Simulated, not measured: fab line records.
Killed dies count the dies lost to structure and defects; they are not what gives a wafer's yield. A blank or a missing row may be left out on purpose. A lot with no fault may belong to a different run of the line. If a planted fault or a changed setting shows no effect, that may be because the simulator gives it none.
One fault seen from 2 desks ; flow sky130 ; only its own numbers are on each desk; what lay behind them is given at the end

AT THE TOOL OWNER'S DESK: cvd-w-02
The tool's own readings at SKY_VIA3_CVD_21 (deposits W, target thk 390 nm, time 117.31 s): means of the sampled wafers that have a number, for each lot that ran on this tool. Any lot whose mean is over 4 standard deviations away from the usual mean is out of limits and marked OUT; that distance is given in the brackets.
Columns: A = heater-power-w at SKY_VIA3_CVD_21, usual 841 W; B = susceptor-temp-C at SKY_VIA3_CVD_21, usual 400.03 C
lot;first seen here;A;B
L231;day 39 12:05;843;400.16
L233;day 40 03:22;820;400.00
L235;day 40 15:41;826;399.94
L239;day 42 01:26;817;400.12
L243;day 43 03:41;811;399.71
L244;day 43 13:14;799;399.97
Finding of this desk: none of the 6 lots has anything out of limits.

FROM THE METROLOGY DESK
What the gauges read for every lot (on any tool): the sampled wafers with a number, averaged. Any lot whose mean is over 4 standard deviations away from the usual mean is out of limits and marked OUT; that distance is given in the brackets.
Columns: A = VIA3_W_RS at SKY_VIA3_RS_MEAS_22, usual 0.296 ohm/sq; B = VIA3_W_THK at SKY_VIA3_THK_MEAS_23, usual 376 nm
lot;first seen here;A;B
L231;day 39 12:13;0.296;370
L233;day 40 03:30;0.295;375
L235;day 40 15:50;0.294;376
L237;day 41 15:32;0.294;376
L239;day 42 01:34;0.294;384
L243;day 43 03:50;0.558 (+66) OUT;203 (-23) OUT
L244;day 43 13:22;0.571 (+69) OUT;197 (-24) OUT
L245;day 43 23:47;0.292;383
L250;day 45 09:52;0.290;388
L253;day 46 00:32;0.293;377
This desk reports L243, L244 out of limits; the earliest was L243 at day 43 03:50 (VIA3_W_RS at SKY_VIA3_RS_MEAS_22). L231, L233, L235, L237, L239, L245, L250, L253 stayed within limits.

TAKEN TOGETHER
On L243, L244, the metrology desk was in a position to raise an alarm at day 43 03:50.
The tool owner's desk saw nothing out of limits.
On record at the tool owner's desk: L243, L244, within its limits.
The lots listed all ran SKY_VIA3_CVD_21 on cvd-w-02.

WHAT THE SIMULATOR HAD INSERTED
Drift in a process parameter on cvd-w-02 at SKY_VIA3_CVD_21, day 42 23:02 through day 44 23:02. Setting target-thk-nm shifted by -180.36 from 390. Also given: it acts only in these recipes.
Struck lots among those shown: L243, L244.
Per desk, hours elapsed from the start of the fault to the first reading out of limits: for the metrology desk, 5.
